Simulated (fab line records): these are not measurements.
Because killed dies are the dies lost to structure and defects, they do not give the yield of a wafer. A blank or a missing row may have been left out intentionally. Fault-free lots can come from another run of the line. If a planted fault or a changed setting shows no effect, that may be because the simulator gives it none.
Check of tool commonality | flow sky130 | Sample size 10 lots and 36 wafers

REASON IT WAS OPENED
2 of 10 lots carry a flag on the reading SD_N_TW at SKY_SD_N_TW_MEAS_12. Fault-free wafers read 4020, with a standard deviation of 53.
Rule: a lot is flagged when every wafer of it that has a number lies more than 4 standard deviations from that mean, or none has a number. All remaining lots are regarded as sound.

lot  | measured     | on            | SD_N_TW, wafer by wafer       | flag
L814 | day 27 08:56 | film_metro-02 | 4084 4078 4066                |
L815 | day 27 15:09 | film_metro-01 | 3950 3935 3962                |
L817 | day 29 02:46 | film_metro-03 | 4054 4048 4041                |
L818 | day 29 12:18 | film_metro-01 | 3958 3952 3932                |
L828 | day 32 05:25 | film_metro-02 | 4048 4065 4073                |
L829 | day 32 17:00 | film_metro-03 | 4381 4350 4367 4360 4371 4361 | FLAGGED
L831 | day 33 07:43 | film_metro-03 | 4372 4364 4397 4376 4364 4371 | FLAGGED
L835 | day 35 12:17 | film_metro-01 | 3949 3941 3963                |
L836 | day 35 13:48 | film_metro-02 | 4075 4103 4085                |
L837 | day 35 16:54 | film_metro-02 | 4066 4075 4067                |
The numbers of the flagged lots are 4370 on average: +350 against the usual, or +7 standard deviations.

WHICH TOOL EACH LOT WENT THROUGH
3 process steps preceding the reading are held in the record, out of 708 steps in the route. Each cell gives the tool, then ch followed by the chambers the sampled wafers passed through, then the start.
lot  | flag    | SKY_SD_P_STRIP_10                    | SKY_SD_N_IMPLANT_09             | SKY_SD_N_STRIP_11
L814 |         | plasma_asher-02 ch 0,1, day 24 22:32 | implanter-04 ch 0, day 27 08:32 | plasma_asher-04 ch 0,1, day 27 08:50
L815 |         | plasma_asher-03 ch 0,1, day 25 05:00 | implanter-02 ch 0, day 27 14:46 | plasma_asher-04 ch 0,1, day 27 15:02
L817 |         | plasma_asher-02 ch 0, day 26 17:05   | implanter-02 ch 0, day 29 02:23 | plasma_asher-01 ch 0,1, day 29 02:39
L818 |         | plasma_asher-02 ch 0,1, day 27 02:38 | implanter-02 ch 0, day 29 11:54 | plasma_asher-04 ch 0,1, day 29 12:12
L828 |         | plasma_asher-02 ch 0,1, day 30 01:32 | implanter-01 ch 0, day 32 05:02 | plasma_asher-01 ch 0,1, day 32 05:18
L829 | FLAGGED | plasma_asher-02 ch 0,1, day 30 14:20 | implanter-02 ch 0, day 32 16:37 | plasma_asher-04 ch 0,1, day 32 16:53
L831 | FLAGGED | plasma_asher-02 ch 0,1, day 31 02:47 | implanter-02 ch 0, day 33 07:21 | plasma_asher-04 ch 0,1, day 33 07:38
L835 |         | plasma_asher-01 ch 0,1, day 33 09:09 | implanter-04 ch 0, day 35 11:53 | plasma_asher-01 ch 0, day 35 12:11
L836 |         | plasma_asher-03 ch 0,1, day 33 09:29 | implanter-04 ch 0, day 35 13:25 | plasma_asher-01 ch 0,1, day 35 13:41
L837 |         | plasma_asher-02 ch 0,1, day 33 14:23 | implanter-04 ch 0, day 35 16:33 | plasma_asher-04 ch 0,1, day 35 16:48
What is done by these steps:
- SKY_SD_P_STRIP_10: strips in O2/N2.
- SKY_SD_N_IMPLANT_09
- SKY_SD_N_STRIP_11: strips in O2/N2.
- SKY_SD_N_TW_MEAS_12

FLAGGED AGAINST TOTAL, ONE TOOL AT A TIME (gauges that did the reading follow at the end)
step                | tool            | lots run | flagged | share of the flagged lots | sound lots run after its first flagged lot
SKY_SD_P_STRIP_10   | plasma_asher-01 | 1        | 0       | none                      | -
SKY_SD_P_STRIP_10   | plasma_asher-02 | 7        | 2       | all                       | 1 (L837)
SKY_SD_P_STRIP_10   | plasma_asher-03 | 2        | 0       | none                      | -
SKY_SD_N_IMPLANT_09 | implanter-01    | 1        | 0       | none                      | -
SKY_SD_N_IMPLANT_09 | implanter-02    | 5        | 2       | all                       | 0
SKY_SD_N_IMPLANT_09 | implanter-04    | 4        | 0       | none                      | -
SKY_SD_N_STRIP_11   | plasma_asher-01 | 4        | 0       | none                      | -
SKY_SD_N_STRIP_11   | plasma_asher-04 | 6        | 2       | all                       | 1 (L837)
SKY_SD_N_TW_MEAS_12 | film_metro-01   | 3        | 0       | none                      | -
SKY_SD_N_TW_MEAS_12 | film_metro-02   | 4        | 0       | none                      | -
SKY_SD_N_TW_MEAS_12 | film_metro-03   | 3        | 2       | all                       | 0

WHAT THE TABLE PERMITS
4 rows of the table ran every flagged lot: plasma_asher-02 at SKY_SD_P_STRIP_10, implanter-02 at SKY_SD_N_IMPLANT_09, plasma_asher-04 at SKY_SD_N_STRIP_11, film_metro-03 at SKY_SD_N_TW_MEAS_12.
- plasma_asher-02 at SKY_SD_P_STRIP_10: 2 of its 7 lots flagged. Sound lots ran on it after the first flagged one (L837), which a lasting fault on the whole tool wouldn't allow.
- implanter-02 at SKY_SD_N_IMPLANT_09: 2 of its 5 lots flagged. Its last sound lot is L818 (day 29 11:54), its first flagged lot L829 (day 32 16:37): a fault that began between those two fits. Its own readings lie more than 4 standard deviations out on every wafer of the flagged lots: beam_energy_keV.
- plasma_asher-04 at SKY_SD_N_STRIP_11: 2 of its 6 lots flagged. Sound lots ran on it after the first flagged one (L837), which a lasting fault on the whole tool wouldn't allow. Its own readings lie more than 4 standard deviations out on every wafer of the flagged lots: oes_product_au, strip_time_to_endpoint_s.
- film_metro-03 at SKY_SD_N_TW_MEAS_12: 2 of its 3 lots flagged. Its last sound lot is L817 (day 29 02:46), its first flagged lot L829 (day 32 17:00): a fault that began between those two fits.
A lot count leaves these 2 tools indistinguishable: every one of them fits a fault beginning at some hour. More lots, or a look at what each step does to the wafer, might.

WHAT THE SIMULATOR PUT IN
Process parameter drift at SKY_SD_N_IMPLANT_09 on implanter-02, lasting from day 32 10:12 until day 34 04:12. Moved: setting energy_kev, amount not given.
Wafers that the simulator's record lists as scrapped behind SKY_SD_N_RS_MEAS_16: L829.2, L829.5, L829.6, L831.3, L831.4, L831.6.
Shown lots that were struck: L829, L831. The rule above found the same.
